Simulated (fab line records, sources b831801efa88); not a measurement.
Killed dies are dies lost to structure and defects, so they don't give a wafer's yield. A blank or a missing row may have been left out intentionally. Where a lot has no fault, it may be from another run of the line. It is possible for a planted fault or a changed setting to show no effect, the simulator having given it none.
Which tool was responsible? | flow sky130 | 14 lots with 42 wafers sampled at 2 steps, on a route of 708 steps

WHAT THE GAUGES SHOWED, per wafer
The record holds no reading of a measuring or inspecting step that can be judged against a usual standard deviation.

WHICH TOOL RAN EACH LOT (tool, then ch and the chambers of the sampled wafers, then the start)
lot  | SKY_DNWELL_COAT_02               | SKY_DNWELL_STRIP_08
L310 | litho track-02 ch 0, day 2 21:28 | plasma asher-02 ch 0,1, day 3 05:59
L311 | litho track-03 ch 0, day 3 05:07 | plasma asher-03 ch 0,1, day 3 13:25
L312 | litho track-04 ch 0, day 3 07:19 | plasma asher-01 ch 0,1, day 3 15:17
L313 | litho track-03 ch 0, day 3 11:10 | plasma asher-02 ch 0,1, day 3 19:01
L314 | litho track-02 ch 0, day 4 06:20 | plasma asher-02 ch 0,1, day 4 14:41
L315 | litho track-04 ch 0, day 4 15:40 | plasma asher-03 ch 0,1, day 5 00:05
L316 | litho track-04 ch 0, day 4 19:13 | plasma asher-03 ch 1, day 5 04:37
L318 | litho track-02 ch 0, day 4 22:19 | plasma asher-03 ch 0,1, day 5 07:07
L319 | litho track-03 ch 0, day 5 03:59 | plasma asher-03 ch 0,1, day 5 13:01
L320 | litho track-03 ch 0, day 5 08:55 | plasma asher-03 ch 0,1, day 5 18:04
L323 | litho track-03 ch 0, day 5 21:05 | plasma asher-02 ch 1, day 6 06:52
L324 | litho track-02 ch 0, day 6 02:40 | plasma asher-03 ch 0,1, day 6 13:19
L329 | litho track-04 ch 0, day 7 05:58 | plasma asher-02 ch 0,1, day 7 15:52
L332 | litho track-02 ch 0, day 7 16:14 | plasma asher-01 ch 0,1, day 8 02:43
- SKY_DNWELL_COAT_02: resist thk 3000 nm.
- SKY_DNWELL_STRIP_08: strips in O2/N2.

AS READ BY THE TOOLS THEMSELVES (means over the sampled wafers that have a number; for cases with no such wafer, the mark the record gives instead)
SKY_DNWELL_STRIP_08.
lot  | tool            | chamber pressure mTorr (mTorr) | drypump motor current A (A) | oes product au (a.u.) | strip time to endpoint s (s)
L310 | plasma asher-02 | 1499.7                         | 6.0                         | 0.722                 | 36.87
L311 | plasma asher-03 | 1500.1                         | 5.8                         | 0.721                 | 36.85
L312 | plasma asher-01 | 1500.7                         | 5.8                         | 0.725                 | 36.78
L313 | plasma asher-02 | 1499.9                         | 6.3                         | 0.721                 | 36.87
L314 | plasma asher-02 | 1501.0                         | 6.0                         | 0.729                 | 36.88
L315 | plasma asher-03 | 1501.3                         | 5.7                         | 0.722                 | 36.79
L316 | plasma asher-03 | 1501.1                         | 5.6                         | 0.717                 | 36.88
L318 | plasma asher-03 | 1499.9                         | 5.8                         | 0.728                 | 37.00
L319 | plasma asher-03 | 1500.3                         | 5.8                         | 0.720                 | 36.89
L320 | plasma asher-03 | 1501.6                         | 5.7                         | 0.716                 | 33.90
L323 | plasma asher-02 | 1500.0                         | 5.8                         | 0.719                 | 34.03
L324 | plasma asher-03 | 1500.2                         | 5.8                         | 0.723                 | 37.02
L329 | plasma asher-02 | 1499.4                         | 6.3                         | 0.725                 | 37.02
L332 | plasma asher-01 | 1498.3                         | 5.6                         | 0.722                 | 36.91

THE ANSWER, worked out from the rows above alone
Rule: the lots themselves supply what counts as usual. The widest of any qualifying gaps counts: lots, ordered by their means at a reading, are off when they make up no more than a third of the lots, leave a main group of 4 or more, and stand apart from it by 3 or more times the standard deviation of that group's means. The tables above print the reading to a certain number of digits; a main group whose means all agree to those digits is not used. Also off: a lot with no number at a reading for which 4 or more lots have one. All remaining lots with rows at the step are treated as sound. First the gauges in route order, then the tools' own readings, where a lot's mean is used as printed above. The first step at which some lot is off is used, and at that step the reading that is off furthest; a lot without a number counts as furthest.
Off: L320, L323, at SKY_DNWELL_STRIP_08 (strip time to endpoint s). The main group: mean 36.90 s, standard deviation 0.077.
If a tool, at that step or one of the process steps before it, ran each lot that is off and ran no sound lot following the first of them, it fits. One candidate fits, namely litho track-03 at SKY_DNWELL_COAT_02. A fault onset in the window from L319 (day 5 03:59, its last sound lot) to L320 (day 5 08:55, its first lot off) fits.

WHAT THE SIMULATOR HAD PUT IN
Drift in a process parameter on litho track-03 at SKY_DNWELL_COAT_02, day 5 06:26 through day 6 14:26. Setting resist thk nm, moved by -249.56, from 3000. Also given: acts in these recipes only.
Struck lots among those shown: L320, L323. The rule given above showed the same thing.
